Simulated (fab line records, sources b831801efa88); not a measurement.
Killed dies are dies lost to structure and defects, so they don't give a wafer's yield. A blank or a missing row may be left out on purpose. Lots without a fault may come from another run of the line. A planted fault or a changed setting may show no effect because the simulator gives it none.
Which tool did it? | flow gf180mcu | 11 lots, 33 wafers sampled, at 5 steps of a route of 602

WHAT THE GAUGES READ, wafer by wafer
GF_V4_THK_MEAS_03.
lot  | measured     | on            | V4_CVD_02_THK (nm)
L479 | day 23 20:10 | film_metro-04 | 842 865 851
L480 | day 24 04:44 | film_metro-04 | 821 846 849
L481 | day 24 18:26 | film_metro-04 | 858 867 843
L482 | day 25 04:48 | film_metro-01 | 837 845 835
L485 | day 25 20:40 | film_metro-02 | 836 844 851
L487 | day 26 12:26 | film_metro-01 | 843 866 862
L490 | day 27 13:50 | film_metro-04 | 877 874 854
L493 | day 28 08:38 | film_metro-04 | 761 767 778 761 768 779
L494 | day 28 19:40 | film_metro-04 | 836 833 846
L497 | day 29 18:50 | film_metro-01 | 752 768 774 752 768 774
L500 | day 30 08:40 | film_metro-02 | 829 831 856

WHICH TOOL RAN EACH LOT (tool, then ch and the chambers of the sampled wafers, then the start)
lot  | GF_V3_STRIP_18                       | GF_V3_SPUTTER_21             | GF_V3_CVD_23                  | GF_V4_CVD_02
L479 | plasma_asher-03 ch 1, day 22 18:52   | pvd_sputter-03, day 22 19:24 | cvd_w-02 ch 0,1, day 22 19:30 | pecvd-02 ch 0,2, day 23 20:05
L480 | plasma_asher-02 ch 0,1, day 23 03:49 | pvd_sputter-04, day 23 04:21 | cvd_w-01 ch 0,1, day 23 04:27 | pecvd-01 ch 1,2, day 24 04:40
L481 | plasma_asher-04 ch 0,1, day 23 17:53 | pvd_sputter-03, day 23 18:28 | cvd_w-02 ch 0,1, day 23 18:34 | pecvd-01 ch 0,1,2, day 24 18:22
L482 | plasma_asher-02 ch 0,1, day 24 04:03 | pvd_sputter-01, day 24 04:37 | cvd_w-01 ch 0,1, day 24 04:43 | pecvd-02 ch 1,2, day 25 04:44
L485 | plasma_asher-02 ch 0,1, day 24 20:14 | pvd_sputter-04, day 24 20:44 | cvd_w-01 ch 0,1, day 24 20:53 | pecvd-02 ch 0,1, day 25 20:34
L487 | plasma_asher-03 ch 0,1, day 25 12:58 | pvd_sputter-04, day 25 13:37 | cvd_w-02 ch 0, day 25 13:43   | pecvd-01 ch 0,1,2, day 26 12:22
L490 | plasma_asher-02 ch 0,1, day 26 14:50 | pvd_sputter-04, day 26 15:20 | cvd_w-01 ch 0,1, day 26 15:29 | pecvd-01 ch 0,1,2, day 27 13:46
L493 | plasma_asher-04 ch 0,1, day 27 09:53 | pvd_sputter-04, day 27 10:25 | cvd_w-01 ch 0,1, day 27 10:34 | pecvd-02 ch 0,1,2, day 28 08:33
L494 | plasma_asher-03 ch 0,1, day 27 21:40 | pvd_sputter-03, day 27 22:12 | cvd_w-01 ch 0,1, day 27 22:18 | pecvd-04 ch 0,1,2, day 28 19:35
L497 | plasma_asher-03 ch 0,1, day 28 21:11 | pvd_sputter-01, day 28 21:44 | cvd_w-01 ch 0,1, day 28 21:50 | pecvd-02 ch 0,2, day 29 18:46
L500 | plasma_asher-03 ch 1, day 29 11:27   | pvd_sputter-03, day 29 12:01 | cvd_w-01 ch 0,1, day 29 12:07 | pecvd-04 ch 0,1,2, day 30 08:35
- GF_V3_STRIP_18: strips in O2/N2.
- GF_V3_SPUTTER_21: material Ti, target thk 15 nm, time 80.02 s.
- GF_V3_CVD_23: deposits W, target thk 350 nm, time 104.9 s.
- GF_V4_CVD_02: deposits SiO2 from TEOS, target thk 850 nm, time 94.851 s.

WHAT THE TOOLS THEMSELVES READ (means of the sampled wafers that have a number; where no wafer has one, the mark that the record gives instead)
GF_V3_STRIP_18.
lot  | tool            | drypump_motor_current_A (A) | heater_power_w (W) | oes_product_au (a.u.)
L479 | plasma_asher-03 | 5.8                         | 292                | 0.588
L480 | plasma_asher-02 | 6.0                         | 323                | 0.597
L481 | plasma_asher-04 | 5.3                         | 382                | 0.589
L482 | plasma_asher-02 | 6.0                         | 325                | 0.601
L485 | plasma_asher-02 | 6.0                         | 326                | 0.595
L487 | plasma_asher-03 | 5.6                         | 311                | 0.594
L490 | plasma_asher-02 | 6.0                         | 324                | 0.593
L493 | plasma_asher-04 | 5.3                         | 381                | 0.593
L494 | plasma_asher-03 | 5.3                         | 329                | 0.595
L497 | plasma_asher-03 | 5.3                         | 328                | 0.591
L500 | plasma_asher-03 | 5.8                         | 290                | 0.594

GF_V3_SPUTTER_21.
lot  | tool           | throttle_valve_pct (%)
L479 | pvd_sputter-03 | 30.4
L480 | pvd_sputter-04 | 30.3
L481 | pvd_sputter-03 | 30.2
L482 | pvd_sputter-01 | 30.6
L485 | pvd_sputter-04 | 30.2
L487 | pvd_sputter-04 | 30.6
L490 | pvd_sputter-04 | 30.1
L493 | pvd_sputter-04 | 30.7
L494 | pvd_sputter-03 | 30.8
L497 | pvd_sputter-01 | 30.0
L500 | pvd_sputter-03 | 30.2

GF_V3_CVD_23.
lot  | tool     | heater_power_w (W)
L479 | cvd_w-02 | 767
L480 | cvd_w-01 | 771
L481 | cvd_w-02 | 796
L482 | cvd_w-01 | 825
L485 | cvd_w-01 | 811
L487 | cvd_w-02 | 749
L490 | cvd_w-01 | 773
L493 | cvd_w-01 | 757
L494 | cvd_w-01 | 780
L497 | cvd_w-01 | 775
L500 | cvd_w-01 | 835

GF_V4_CVD_02.
lot  | tool     | heater_power_w (W)
L479 | pecvd-02 | 842
L480 | pecvd-01 | 641
L481 | pecvd-01 | 644
L482 | pecvd-02 | 639
L485 | pecvd-02 | 649
L487 | pecvd-01 | 685
L490 | pecvd-01 | 585
L493 | pecvd-02 | 732
L494 | pecvd-04 | 645
L497 | pecvd-02 | 769
L500 | pecvd-04 | 633

THE ANSWER, worked out from the rows above alone
Rule: what is usual is taken from the lots themselves. Put in order of their means at a reading, lots are off if they are a third of the lots or fewer, leave a main group of 4 or more, and stand apart from it by a gap of 3 or more times the standard deviation of the main group's means; of several such gaps the widest counts. A main group whose means are all the same, to the digits that the tables above print for the reading, isn't used. A lot without any number at a reading at which 4 lots or more have one is off too. The other lots that the step has rows for count as sound. The gauges are gone through in route order, then the tools' own readings, and for those a lot's mean is taken as printed above. The first step at which some lot is off is used, and at that step the reading that is off furthest; a lot without a number counts as furthest.
Off: L493, L497, at GF_V4_THK_MEAS_03 (V4_CVD_02_THK). The main group: mean 848 nm, standard deviation 10.
A tool fits if, at a process step before that reading, it ran every lot that is off, and no sound lot after the first of them. The gauges at GF_V4_THK_MEAS_03 are tried like those tools. One fits: pecvd-02 at GF_V4_CVD_02. Its last sound lot is L485 (day 25 20:34), its first lot that is off L493 (day 28 08:33): a fault that began between those two fits.

WHAT THE SIMULATOR HAD PUT IN
Site profile drift: pecvd-02, from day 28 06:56 on, at GF_V4_CVD_02. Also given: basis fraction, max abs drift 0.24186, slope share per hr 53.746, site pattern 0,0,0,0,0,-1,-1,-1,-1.
Lots struck among those shown: L493, L497. The rule above found the same.
